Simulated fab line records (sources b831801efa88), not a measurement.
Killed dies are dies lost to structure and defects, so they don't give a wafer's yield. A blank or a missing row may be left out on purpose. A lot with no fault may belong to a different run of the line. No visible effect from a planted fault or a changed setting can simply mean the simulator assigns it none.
Check for tools in common / flow gf180mcu / Lots sampled 13, wafers sampled 39

== REASON FOR OPENING ==
GF_PSD_TW_MEAS_11, reading PSD_TW: flagged on 1 of 13 lots. No-fault wafers: 3150, standard deviation 19.
Rule: a lot gets a flag if all its wafers with a number sit over 4 standard deviations from that mean, or if no wafer of it has a number. The rest of the lots are taken to be sound.

lot=L496; measured=day 14 20:07; on=film-metro-01; PSD_TW, wafer by wafer=3172 3188 3168; flag=
lot=L497; measured=day 14 23:44; on=film-metro-04; PSD_TW, wafer by wafer=3161 3157 3152; flag=
lot=L498; measured=day 15 02:38; on=film-metro-01; PSD_TW, wafer by wafer=3153 3162 3162; flag=
lot=L499; measured=day 15 19:26; on=film-metro-01; PSD_TW, wafer by wafer=3175 3179 3175; flag=
lot=L501; measured=day 16 08:47; on=film-metro-04; PSD_TW, wafer by wafer=3145 3150 3158; flag=
lot=L500; measured=day 16 10:35; on=film-metro-01; PSD_TW, wafer by wafer=3168 3177 3178; flag=
lot=L502; measured=day 16 18:52; on=film-metro-03; PSD_TW, wafer by wafer=3143 3141 3134; flag=
lot=L503; measured=day 17 02:07; on=film-metro-04; PSD_TW, wafer by wafer=3156 3180 3174; flag=
lot=L505; measured=day 17 19:10; on=film-metro-04; PSD_TW, wafer by wafer=3170 3158 3176; flag=
lot=L506; measured=day 18 04:28; on=film-metro-04; PSD_TW, wafer by wafer=3157 3192 3180; flag=
lot=L508; measured=day 18 21:25; on=film-metro-01; PSD_TW, wafer by wafer=3144 3157 3160; flag=
lot=L515; measured=day 21 04:44; on=film-metro-03; PSD_TW, wafer by wafer=30 30 30; flag=FLAGGED
lot=L517; measured=day 21 21:10; on=film-metro-03; PSD_TW, wafer by wafer=3149 3150 3134; flag=
The numbers of the flagged lots are 30 on average: -3120 against the usual, or -99 or more standard deviations.

== LOT BY LOT: THE TOOL USED ==
The record keeps 1 process step preceding the reading, out of 602 steps on the route. In each cell: the tool, then ch and the chambers that the sampled wafers went through, then the start.
lot=L496; flag=; GF_PSD_EXPOSE_04=iline-stepper-01 ch 0, day 14 09:32
lot=L497; flag=; GF_PSD_EXPOSE_04=iline-stepper-01 ch 0, day 14 13:01
lot=L498; flag=; GF_PSD_EXPOSE_04=iline-stepper-01 ch 0, day 14 15:57
lot=L499; flag=; GF_PSD_EXPOSE_04=iline-stepper-02 ch 0, day 15 08:10
lot=L501; flag=; GF_PSD_EXPOSE_04=iline-stepper-01 ch 0, day 15 21:28
lot=L500; flag=; GF_PSD_EXPOSE_04=iline-stepper-02 ch 0, day 15 23:24
lot=L502; flag=; GF_PSD_EXPOSE_04=iline-stepper-02 ch 0, day 16 06:47
lot=L503; flag=; GF_PSD_EXPOSE_04=iline-stepper-02 ch 0, day 16 14:37
lot=L505; flag=; GF_PSD_EXPOSE_04=iline-stepper-02 ch 0, day 17 06:49
lot=L506; flag=; GF_PSD_EXPOSE_04=iline-stepper-02 ch 0, day 17 16:56
lot=L508; flag=; GF_PSD_EXPOSE_04=iline-stepper-01 ch 0, day 18 08:31
lot=L515; flag=FLAGGED; GF_PSD_EXPOSE_04=iline-stepper-02 ch 0, day 20 16:22
lot=L517; flag=; GF_PSD_EXPOSE_04=iline-stepper-02 ch 0, day 21 09:13
What these steps do:
- GF_PSD_EXPOSE_04: exposes mask Pplus, target cd 400 nm.
- GF_PSD_TW_MEAS_11

== FLAGGED AGAINST TOTAL, ONE TOOL AT A TIME (gauges that did the reading follow at the end) ==
step=GF_PSD_EXPOSE_04; tool=iline-stepper-01; lots run=5; flagged=0; share of the flagged lots=none; sound lots run after its first flagged lot=-
step=GF_PSD_EXPOSE_04; tool=iline-stepper-02; lots run=8; flagged=1; share of the flagged lots=all; sound lots run after its first flagged lot=1 (L517)
step=GF_PSD_TW_MEAS_11; tool=film-metro-01; lots run=5; flagged=0; share of the flagged lots=none; sound lots run after its first flagged lot=-
step=GF_PSD_TW_MEAS_11; tool=film-metro-03; lots run=3; flagged=1; share of the flagged lots=all; sound lots run after its first flagged lot=1 (L517)
step=GF_PSD_TW_MEAS_11; tool=film-metro-04; lots run=5; flagged=0; share of the flagged lots=none; sound lots run after its first flagged lot=-

== WHAT THE TABLE PERMITS ==
In 2 table rows, all flagged lots were run: iline-stepper-02 (GF_PSD_EXPOSE_04), film-metro-03 (GF_PSD_TW_MEAS_11).
- iline-stepper-02 at GF_PSD_EXPOSE_04 ran 8 lots, 1 of them flagged. Lots that were sound ran on it after the first flagged one (L517); a persistent fault on the entire tool would not allow that.
- film-metro-03 at GF_PSD_TW_MEAS_11 ran 3 lots, 1 of them flagged. Lots that were sound ran on it after the first flagged one (L517); a persistent fault on the entire tool would not allow that.
There is no row in the table that ran each flagged lot and no sound lot after the first.

== WHAT THE SIMULATOR HAD INSERTED ==
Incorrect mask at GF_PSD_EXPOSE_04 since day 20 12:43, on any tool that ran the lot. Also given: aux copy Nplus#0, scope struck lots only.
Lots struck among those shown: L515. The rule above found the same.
